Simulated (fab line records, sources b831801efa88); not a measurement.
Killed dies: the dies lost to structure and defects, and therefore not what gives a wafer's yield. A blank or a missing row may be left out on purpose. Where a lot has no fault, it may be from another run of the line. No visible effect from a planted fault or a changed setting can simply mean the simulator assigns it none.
Matching of chambers / flow gf180mcu / 3 sister chambers for GF_STI_CMP_25 on cmp-01
The step polishes, stops on Si3N4, t overpolish 33 s, target thk 524.6 nm. 3 wafers are shown with their chamber, then 4 later ones without.

## WAFERS PAIRED WITH THEIR CHAMBERS
wafer=L466.2; chamber=1; motor current A (A)=12.7
wafer=L466.4; chamber=0; motor current A (A)=10.0
wafer=L466.5; chamber=2; motor current A (A)=14.5

## WAFERS WITHOUT THEIR CHAMBER
wafer=L470.1; motor current A (A)=10.6
wafer=L470.4; motor current A (A)=11.8
wafer=L477.5; motor current A (A)=10.6
wafer=L477.6; motor current A (A)=12.7

## EACH ONE'S CHAMBER
wafer=L470.1; from the rows above=0; in truth=0
wafer=L470.4; from the rows above=can't be placed: 1 or 0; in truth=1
wafer=L477.5; from the rows above=0; in truth=0
wafer=L477.6; from the rows above=1; in truth=1
Placed correctly: 3 of 4. These rows do not allow placing 1 (true chamber among the candidates in 1). Number placed wrongly: 0.
How it was worked out, from the rows above alone: a wafer's distance from a chamber is the root of the sum, over the readings, of the square of ((its reading less the chamber's mean) divided by the reading's scatter). If the next closest chamber is less than 2 further off than the closest, the wafer can't be placed; otherwise it belongs to the closest. The mean given for a chamber averages the wafers shown for that chamber. The scatter: with one shown wafer a chamber, the root of the mean of the squares of how far each hidden wafer lies from its nearest shown one.
